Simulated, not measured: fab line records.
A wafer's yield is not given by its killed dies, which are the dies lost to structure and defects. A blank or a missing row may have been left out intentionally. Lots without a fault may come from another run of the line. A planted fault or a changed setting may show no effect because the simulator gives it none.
Chamber matching ; flow gf180mcu ; GF_V2_ETCH_16 on rie diel-01 has 4 sister chambers
The step etches BARC in N2/H2. 22 wafers are shown with their chamber, then 11 later ones without.

== WAFERS PAIRED WITH THEIR CHAMBERS ==
wafer;chamber;drypump motor current A (A);oes product au (a.u.);throttle valve pct (%)
L074.1;3;6.7;0.855;13.214
L074.2;1;5.2;0.856;13.223
L074.3;2;5.9;0.857;13.219
L074.4;0;5.6;0.856;13.225
L074.5;1;5.2;0.858;13.234
L074.6;0;5.5;0.857;13.218
L076.1;1;5.3;0.850;13.231
L076.5;0;5.6;0.853;13.216
L076.6;3;6.7;0.847;13.237
L079.1;0;5.5;0.859;13.228
L079.2;2;5.9;0.849;13.216
L079.3;3;6.7;0.854;13.207
L079.4;1;5.3;0.859;13.223
L079.5;2;5.9;0.851;13.196
L079.6;1;5.3;0.858;13.227
L087.1;1;5.2;0.855;13.218
L087.3;2;5.9;0.866;13.240
L087.4;1;5.3;0.856;13.215
L090.1;2;5.9;0.861;13.223
L090.2;0;5.6;0.854;13.248
L090.3;3;6.7;0.859;13.229
L090.4;1;5.3;0.856;13.232

SIGNATURES (means of the wafers above)
reading;chamber 0;chamber 1;chamber 2;chamber 3;scatter within a chamber
drypump motor current A;5.560;5.263;5.900;6.700;0.0413
oes product au;0.85580;0.85600;0.85680;0.85375;0.0044
throttle valve pct;13.22700;13.22537;13.21880;13.22175;0.0119
Rule: distance of a wafer from a chamber = root of the sum over the readings of ((wafer's reading minus chamber's mean) / reading's scatter) squared. If the next closest chamber is less than 2 further off than the closest, the wafer can't be placed; otherwise it belongs to the closest. The scatter is the square root of a quotient: the sum, over the shown wafers, of each reading's squared deviation from its chamber's mean, divided by wafers minus chambers.

== WAFERS WITHOUT THEIR CHAMBER ==
wafer;drypump motor current A (A);oes product au (a.u.);throttle valve pct (%)
L090.5;5.9;0.852;13.223
L090.6;5.3;0.850;13.225
L091.4;5.3;0.860;13.233
L091.5;5.9;0.852;13.235
L091.6;5.3;0.852;13.227
L093.3;6.7;0.861;13.224
L093.4;5.6;0.861;13.225
L093.6;5.9;0.852;13.224
L096.2;5.2;0.854;13.234
L096.3;6.7;0.860;13.215
L096.6;5.6;0.853;13.223

== WHICH CHAMBER EACH ONE RAN IN ==
wafer;from the rows above;in truth
L090.5;2;2
L090.6;1;1
L091.4;1;1
L091.5;2;2
L091.6;1;1
L093.3;3;3
L093.4;0;0
L093.6;2;2
L096.2;1;1
L096.3;3;3
L096.6;0;0
11 of 11 placed correctly. Left unplaced by these rows: 0. Placed wrongly: 0.
